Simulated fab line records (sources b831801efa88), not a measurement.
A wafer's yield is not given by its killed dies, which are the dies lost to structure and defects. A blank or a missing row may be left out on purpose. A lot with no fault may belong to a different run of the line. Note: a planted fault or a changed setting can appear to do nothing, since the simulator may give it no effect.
fab line records ; flow sky130
record: lots: 4; wafers: 12; lastDay: 49
route steps=708 shown LDD_LDN@292 SPACER@304 POLY_CUT@307 SD_P@320 RES_XHIGH@332 SALICIDE@361 PAD_OPEN@708
lots that met no fault: taken from a fault-free run of the same line
startH: hours from the record's first day to the start of the lot's first wafer shown ; waitH: time in hours since the lot's previous step ; " the same as in the row above ; L1.1+2: a single row standing in for several wafers ; - no value, or no start given ; * or withheld: withheld ; < > ~ a bound
route shown NAME@n: NAME is a module with steps in the file, n the number in the route of the first one ; usual: the fault-free wafers' mean and standard deviation ; same: alike in all rows ; chamber/n: place in a boat ; sites: readings site by site ; _std_site: standard deviation across them ; _edge_site: the outer-site mean with the inner-site mean subtracted ; radiusMm: how far each site lies from the wafer's centre ; mask NAME#n: copy n ; behind: the most recent tool/chamber to have shaped the wafer ; hold: why the lot went on hold/how many hours it stayed there/how the hold came to an end ; device: which transistor (n, p or np) failed to switch ; end of line: the tests these same wafers got at the end of their route ; a step given without rows: its recipe and nothing more ; killed: at the first sort, the dies lost to defects and structure; wafer yield is something else ; map: shows each die of a wafer: x if killed, . if not, _ if none is there
set.NAME: the setting that was run; set.NAME@STEP: the one run at that earlier step ; model.NAME: the simulator's own value behind a step, which no gauge read
a table for each step, a row for each wafer; lots at some steps of the route
services: a tool's chamber out of use, with start hour (startH, from the record's first day; less than 0 if before it), hours out, and reason
== steps ==
step: SKY_LDD_LDN_SOFTBAKE_03
recipe: tempC: 90; timeS: 60; resist: NOVOLAK
step: SKY_LDD_LDN_EXPOSE_04
recipe: maskId: LDNTM; na: 0.6; sourceShape: conventional; sigmaOuter: 0.6; polarization: unpolarized; targetCdNm: 700; doseMj: 140
step: SKY_LDD_LDN_PEB_05
recipe: tempC: withheld; timeS: *; resist: NOVOLAK
step: SKY_LDD_LDN_DEVELOP_06
recipe: resist: NOVOLAK; developer: TMAH; developTimeS: 60; devTempC: 23
step: SKY_LDD_LDN_IMPLANT_08
recipe: species: As; energyKev: 15; doseCm2: 1.25e+13; tiltDeg: withheld; rotationDeg: 23
step: SKY_LDD_LDN_IMPLANT_09
recipe: species: As; energyKev: 15; doseCm2: 1.25e+13; tiltDeg: withheld; rotationDeg: 113
step: SKY_LDD_LDN_IMPLANT_10
recipe: species: As; energyKev: 15; doseCm2: 1.25e+13; tiltDeg: withheld; rotationDeg: 203
step: SKY_LDD_LDN_IMPLANT_11
recipe: species: As; energyKev: 15; doseCm2: 1.25e+13; tiltDeg: withheld; rotationDeg: 293
step: SKY_LDD_LDN_STRIP_12
recipe: chemistry: O2/N2; powerW: 1400; pressureMtorr: 1500; platenTempC: withheld; o2FlowSccm: 3000; n2FlowSccm: 300; overashFraction: 0.5
step: SKY_LDD_LDN_CLEAN_14
recipe: chemistry: SC1/SC2; mix: 1:4:20; tempC: 70; timeS: 150; dry: n2Spin
step: SKY_SPACER_CVD_00
recipe: material: Si3N4; precursor: DCS/NH3; targetThkNm: 43.1; tempC: 770; timeS: 740; pressureMtorr: 250
usual: pressureMtorr: 250.0/0.5
lot.wafer;tool;chamber;startH;waitH;pressureMtorr;model.Si3N4_of_SPACER_CVD_00.thkNm
L503.2;lpcvd-02;1;573.30;0.0;249.0;42.97
L503.4;lpcvd-02;1;573.30;0.0;249.5;43.19
L503.5;lpcvd-02;1;573.30;0.0;249.4;42.84
L507.2;lpcvd-02;1;607.22;0.0;250.6;43.05
L507.4;lpcvd-02;1;607.22;0.0;250.8;43.31
L507.5;lpcvd-02;1;607.22;0.0;250.4;43.15
L513.1;lpcvd-02;1;665.88;2.2;250.1;27.35
L513.5;lpcvd-02;1;665.88;2.2;249.9;26.93
L513.6;lpcvd-02;1;665.88;2.2;249.6;27.25
L514.2;lpcvd-02;0;670.03;0.1;249.3;27.06
L514.3;lpcvd-02;0;670.03;0.1;249.7;27.17
L514.5;lpcvd-02;0;670.03;0.1;249.6;27.35
step: SKY_SPACER_THK_MEAS_01
recipe: reads: Si3N4_of_SPACER_CVD_00
usual: SPACER_CVD_00_THK: 43.0/0.36
lot.wafer;tool;chamber;startH;waitH;SPACER_CVD_00_THK[nm]
L503.2;filmMetro-04;-;574.52;0.0;43.0
L503.4;filmMetro-04;-;574.52;0.0;43.2
L503.5;filmMetro-04;-;574.52;0.0;42.9
L507.2;filmMetro-02;-;608.43;0.0;43.1
L507.4;filmMetro-02;-;608.43;0.0;43.3
L507.5;filmMetro-02;-;608.43;0.0;43.2
L513.1;filmMetro-02;-;667.08;0.0;27.3
L513.5;filmMetro-02;-;667.08;0.0;27.0
L513.6;filmMetro-02;-;667.08;0.0;27.3
L514.2;filmMetro-02;-;671.25;0.0;27.1
L514.3;filmMetro-02;-;671.25;0.0;27.2
L514.5;filmMetro-02;-;671.25;0.0;27.4
step: SKY_SPACER_ETCHBACK_02
recipe: chemistry: CH3F/O2; target: Si3N4; stopOn: SiO2; sourceW: 400; biasW: 80; pressureMtorr: 25; ch3fFlowSccm: 40; O2_flow_sccm: 30; timeS: 46.7; targetDepthA: 450
usual: drypumpMotorCurrentA: 5.8/0.57; oesProductAu: 0.853/0.0063; rfFwdPowerW: 396.5/1.8; throttleValvePct: 10.561/0.0091
lot.wafer;tool;chamber;startH;waitH;drypumpMotorCurrentA;oesProductAu;rfFwdPowerW;rfHoursCounterH;throttleValvePct;model.etch.depthNm
L503.2;rieDiel-01;2;574.57;0.0;5.1;0.862;398.1;18;10.553;42.97
L503.4;rieDiel-01;3;574.57;0.0;5.7;0.848;393.5;18;10.564;43.19
L503.5;rieDiel-01;2;574.57;0.0;5.1;0.856;396.4;-;10.561;42.84
L507.2;rieDiel-01;2;608.48;0.0;5.1;0.859;395.7;19;10.554;43.05
L507.4;rieDiel-01;1;608.48;0.0;5.9;0.856;397.3;2;10.557;43.31
L507.5;rieDiel-01;3;608.48;0.0;5.7;0.858;393.8;-;10.567;43.15
L513.1;rieDiel-03;2;667.14;0.1;5.1;0.682;397.3;12;10.536;27.35
L513.5;rieDiel-03;0;667.14;0.1;6.5;0.680;396.4;-;10.524;26.93
L513.6;rieDiel-03;1;667.14;0.1;5.8;0.679;396.2;-;10.540;27.25
L514.2;rieDiel-03;2;671.30;0.0;5.1;0.675;397.4;12;10.538;27.06
L514.3;rieDiel-03;1;671.30;0.0;5.8;0.676;393.0;7;10.553;27.17
L514.5;rieDiel-03;0;671.30;0.0;6.6;0.676;399.2;-;10.548;27.35
step: SKY_POLY_CUT_DEHYDRATE_00
recipe: tempC: 200; timeS: 60
step: SKY_POLY_CUT_HMDS_01
recipe: primeTimeS: 60; primeTempC: 120
step: SKY_POLY_CUT_COAT_02
recipe: resist: BARC; tempC: withheld; timeS: withheld; spinRpm: 3000; resistThkNm: 60
step: SKY_POLY_CUT_COAT_03
recipe: resist: KrF-thick; spinRpm: 3000; resistThkNm: 450
step: SKY_POLY_CUT_SOFTBAKE_04
recipe: tempC: 100; timeS: 90; resist: KrF-thick
step: SKY_POLY_CUT_EXPOSE_05
recipe: maskId: NPCM; na: 0.8; sourceShape: annular; sigmaInner: 0.55; sigmaOuter: 0.85; targetCdNm: 270; doseMj: 32
step: SKY_POLY_CUT_PEB_06
recipe: pebTempC: withheld; pebTimeS: withheld; resist: KrF-thick
step: SKY_POLY_CUT_DEVELOP_07
recipe: developTimeS: 60; resist: KrF-thick; devTempC: 21
step: SKY_POLY_CUT_ETCH_10
recipe: chemistry: N2/H2; target: BARC; ionEnergyEv: 200; sourceW: 500; biasW: 100; pressureMtorr: 30; n2FlowSccm: 100; h2FlowSccm: 200; stopOn: SiO2; timeS: 45.9; targetDepthA: 600
step: SKY_POLY_CUT_ETCH_11
recipe: target: Si3N4; chemistry: CF4/CH2F2/Ar; stopOn: poly-Si; sourceW: 600; biasW: 150; pressureMtorr: 40; cf4FlowSccm: 40; ch2f2FlowSccm: 20; Ar_flow_sccm: 150; timeS: 42.5; targetDepthA: 600
step: SKY_POLY_CUT_STRIP_12
recipe: chemistry: O2/N2; powerW: 1400; pressureMtorr: 1500; platenTempC: withheld; o2FlowSccm: 3000; n2FlowSccm: 300; overashFraction: 0.5
step: SKY_SD_P_DEHYDRATE_00
recipe: tempC: 200; timeS: 60
step: SKY_SD_P_HMDS_01
recipe: primeTimeS: 60; primeTempC: 120
step: SKY_SD_P_COAT_02
recipe: resist: NOVOLAK; spinRpm: 3000; resistThkNm: 1140
step: SKY_SD_P_SOFTBAKE_03
recipe: tempC: 90; timeS: 60; resist: NOVOLAK
step: SKY_SD_P_EXPOSE_04
recipe: maskId: PSDM; na: 0.6; sourceShape: conventional; sigmaOuter: 0.6; polarization: unpolarized; targetCdNm: 380; doseMj: 138
step: SKY_SD_P_PEB_05
recipe: tempC: withheld; timeS: *; resist: NOVOLAK
step: SKY_SD_P_DEVELOP_06
recipe: resist: NOVOLAK; developer: TMAH; developTimeS: 60; devTempC: 23
step: SKY_SD_P_IMPLANT_09
recipe: species: BF2; energyKev: 20; doseCm2: 3e+15; tiltDeg: 0
step: SKY_SD_P_STRIP_10
recipe: chemistry: O2/N2; powerW: 1400; pressureMtorr: 1500; platenTempC: withheld; o2FlowSccm: 3000; n2FlowSccm: 300; overashFraction: 0.5
step: SKY_RES_XHIGH_DEHYDRATE_00
recipe: tempC: 200; timeS: 60
step: SKY_RES_XHIGH_HMDS_01
recipe: primeTimeS: 60; primeTempC: 120
step: SKY_SALICIDE_CLEAN_00
recipe: chemistry: HF-last; timeS: 30; dilution: 100:1; dry: ipaMarangoni
lot.wafer;tool;chamber;startH;waitH;model.Si3N4_of_SPACER_CVD_00.thkNm
L503.2;wetBench-01;2;692.01;0.1;42
L503.4;wetBench-01;2;692.01;0.1;42.22
L503.5;wetBench-01;2;692.01;0.1;41.87
L507.2;wetBench-01;0;723.26;0.1;42.07
L507.4;wetBench-01;0;723.26;0.1;42.33
L507.5;wetBench-01;0;723.26;0.1;42.17
L513.1;wetBench-02;0;779.72;0.1;26.38
L513.5;wetBench-02;0;779.72;0.1;25.96
L513.6;wetBench-02;0;779.72;0.1;26.27
L514.2;wetBench-04;0;782.21;0.1;26.09
L514.3;wetBench-04;0;782.21;0.1;26.19
L514.5;wetBench-04;0;782.21;0.1;26.38
step: SKY_PAD_OPEN_PROBE_99
usual: killed_at_M0_to_M3: 43/7.6; killed_at_M4_up: 2.9/1.7; killedAtContacts: 24/5.5; killedAtFrontEnd: 15/4.2; killedAtOther: 0.3/0.52; killedDies: 86/9.4; killedOpen: 47/7; killedShort: 39/6.4
same: grossDies: 492; killedAtBackSide: 0
lot.wafer;tool;chamber;startH;waitH;killed_at_M0_to_M3;killed_at_M4_up;killedAtContacts;killedAtFrontEnd;killedAtOther;killedDies;killedOpen;killedShort;model.etest.pfet_01v8.rOnOhmUm;model.etest.pfetG5v0d10v5.rOnOhmUm;model.etest.nfetG5v0d10v5.rOnOhmUm;model.etest.sonosUncharged.rOnOhmUm;model.etest.resPdiff.lineOhmUm;model.etest.nfet_01v8_lvt.driveUaUm;model.etest.pfet_01v8.driveUaUm;model.etest.sramNfetPass.driveUaUm
L503.2;prober-01;-;1108.70;0.1;44;0;29;25;0;98;49;48;2950;4832;1909;817.3;1356;549.6;187.9;475.7
L503.4;prober-01;-;1108.80;0.2;53;1;20;21;0;95;57;38;2992;4832;1917;820.2;1381;556.5;184.8;469.8
L503.5;prober-01;-;1108.85;0.2;45;1;24;23;0;93;45;48;2982;4809;1913;812.7;1380;554;185.9;463.1
L507.2;prober-01;-;1130.69;0.1;50;2;19;10;0;81;40;41;2904;4764;1901;809.3;1346;557.1;193.1;486.5
L507.4;prober-01;-;1130.79;0.2;43;7;25;18;1;94;41;52;2806;4688;1869;806.6;1329;578;197.6;490.2
L507.5;prober-01;-;1130.84;0.2;30;4;37;16;0;87;51;36;2814;4710;1870;807.1;1340;586.3;199.7;508.1
L513.1;prober-01;-;1169.41;0.1;47;1;22;18;0;88;54;34;2504;4636;1834;737.1;1309;589.7;234.9;504.1
L513.5;prober-01;-;1169.61;0.2;46;3;17;15;1;82;47;35;2432;4587;1807;723.3;1308;603.3;242.5;506.2
L513.6;prober-01;-;1169.66;0.2;42;1;14;14;0;71;34;37;2452;4588;1816;729;1301;593.4;237.4;527.1
L514.2;prober-02;-;1173.23;0.1;39;1;26;16;0;82;48;34;2332;4628;1776;715.4;1326;641.5;249.8;515.3
L514.3;prober-02;-;1173.28;0.2;34;1;21;12;0;68;41;27;2433;4722;1816;736.2;1345;623.3;236.2;525.4
L514.5;prober-02;-;1173.38;0.2;34;0;26;17;1;78;39;39;2423;4621;1783;716;1316;619.4;238.1;530.1
killed by level:class
L503.2 CONTACT:geometricParticle:open=11 METAL1:geometricParticle:short=11 VIA1:geometricParticle:open=9 FIELD_ISO:geometricParticle:open=7 LI_CONTACT:geometricParticle:open=7 FIELD_ISO:geometricParticle:short=6 METAL3:geometricParticle:short=6 LOCAL_INTERCONNECT:geometricParticle:short=5
L503.4 VIA1:geometricParticle:open=9 VIA2:geometricParticle:open=9 VIA3:geometricParticle:open=7 POLY_GATE:geometricParticle:short=7 LI_CONTACT:geometricParticle:open=7 POLY_GATE:geometricParticle:open=6 CONTACT:geometricParticle:open=6 METAL2:geometricParticle:short=6
L503.5 VIA1:geometricParticle:open=8 FIELD_ISO:geometricParticle:open=7 CONTACT:geometricParticle:short=6 CONTACT:geometricParticle:open=6 VIA1:geometricParticle:short=6 LOCAL_INTERCONNECT:geometricParticle:short=5 VIA2:geometricParticle:open=5 METAL3:geometricParticle:short=5
L507.2 METAL1:geometricParticle:short=11 VIA1:geometricParticle:open=11 VIA3:geometricParticle:open=9 LOCAL_INTERCONNECT:geometricParticle:short=7 CONTACT:geometricParticle:open=6 METAL2:geometricParticle:short=5 VIA2:geometricParticle:open=5 LI_CONTACT:geometricParticle:open=4
L507.4 VIA1:geometricParticle:open=9 METAL1:geometricParticle:short=8 CONTACT:geometricParticle:short=7 VIA2:geometricParticle:open=7 FIELD_ISO:geometricParticle:short=6 LOCAL_INTERCONNECT:geometricParticle:short=6 CONTACT:geometricParticle:open=6 METAL2:geometricParticle:short=6
L507.5 CONTACT:geometricParticle:open=22 POLY_GATE:geometricParticle:short=7 VIA2:geometricParticle:open=6 LI_CONTACT:geometricParticle:open=5 LOCAL_INTERCONNECT:geometricParticle:short=4 CONTACT:geometricParticle:short=4 METAL2:geometricParticle:short=4 VIA3:geometricParticle:open=4
L513.1 CONTACT:geometricParticle:open=9 VIA1:geometricParticle:open=9 VIA2:geometricParticle:open=8 METAL1:geometricParticle:short=8 VIA3:geometricParticle:open=7 LI_CONTACT:geometricParticle:open=6 FIELD_ISO:geometricParticle:open=5 FIELD_ISO:geometricParticle:short=5
L513.5 VIA1:geometricParticle:open=10 METAL1:geometricParticle:short=9 VIA2:geometricParticle:open=7 CONTACT:geometricParticle:open=6 VIA3:geometricParticle:open=6 METAL2:geometricParticle:short=5 FIELD_ISO:geometricParticle:open=4 LOCAL_INTERCONNECT:geometricParticle:short=4
L513.6 VIA2:geometricParticle:open=10 FIELD_ISO:geometricParticle:short=5 METAL1:geometricParticle:short=5 VIA1:geometricParticle:open=5 VIA2:geometricParticle:short=5 VIA3:geometricParticle:open=5 CONTACT:geometricParticle:open=4 METAL2:geometricParticle:short=4
L514.2 VIA1:geometricParticle:open=11 LI_CONTACT:geometricParticle:open=9 VIA3:geometricParticle:open=8 CONTACT:geometricParticle:open=6 LOCAL_INTERCONNECT:geometricParticle:short=5 METAL1:geometricParticle:short=5 VIA1:geometricParticle:short=5 POLY_GATE:geometricParticle:short=4
L514.3 VIA1:geometricParticle:open=11 CONTACT:geometricParticle:open=8 LI_CONTACT:geometricParticle:open=6 METAL1:geometricParticle:short=5 VIA2:geometricParticle:open=4 POLY_GATE:geometricParticle:open=3 CONTACT:geometricParticle:short=3 VIA1:geometricParticle:short=3
L514.5 VIA1:geometricParticle:open=9 CONTACT:geometricParticle:open=7 LI_CONTACT:geometricParticle:open=6 CONTACT:geometricParticle:short=6 VIA3:geometricParticle:short=6 VIA1:geometricParticle:short=5 VIA3:geometricParticle:open=5 FIELD_ISO:geometricParticle:short=4
== services ==
tool;chamber;startH;hours;kind
rieDiel-03;3;553.48;54.2;repair
rieDiel-03;0;594.94;2.6;repair
wetBench-02;-;688.08;8.0;repair
rieDiel-03;2;743.35;11.7;repair
rieDiel-03;0;755.06;-;clean
rieDiel-03;0;755.06;13.8;scheduledDown
rieDiel-03;0;755.06;13.8;ventCycle
wetBench-02;-;760.59;2.4;repair
== key ==
firstSign: step: SKY_SPACER_THK_MEAS_01; reading: SPACER_CVD_00_THK; direction: down; sigmas: 44; usual: 43.0; struck: 27.2
effect: step: SKY_SPACER_ETCHBACK_02; reading: oesProductAu; direction: down; sigmas: 28; usual: 0.853; struck: 0.678
modelEffect: step: SKY_SPACER_CVD_00; value: Si3N4_of_SPACER_CVD_00.thkNm; without: 42.73; struck: 27.19
modelEffect: step: SKY_SPACER_ETCHBACK_02; value: etch.depthNm; without: 42.73; struck: 27.19
modelEffect: step: SKY_SALICIDE_CLEAN_00; value: Si3N4_of_SPACER_CVD_00.thkNm; without: 41.75; struck: 26.21
modelEffect: step: SKY_PAD_OPEN_PROBE_99; value: etest.pfet_01v8.rOnOhmUm; without: 2923; struck: 2429
metAt SKY_SPACER_CVD_00
struckWafers L513.1,L513.5,L513.6,L514.2,L514.3,L514.5
testerLeftOut L513,L514
onsetBetween 607.22 665.88
alsoFits time
fault: kind: processParameterDrift; tool: lpcvd-02; chamber: -; onsetH: 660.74; steps: SKY_SPACER_CVD_00; channel: targetThkNm; offset: -15.541; shape: step; endH: 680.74; actsIn: theseRecipesOnly; stated: 43.1
testerLeftOut: of these lots the tester's yield and bins aren't shown, on N5 and GAA mostly nor the transistor test; their killed dies are dies lost to structure and defects alone, not to doping, threshold or leakage, so they don't give the yield
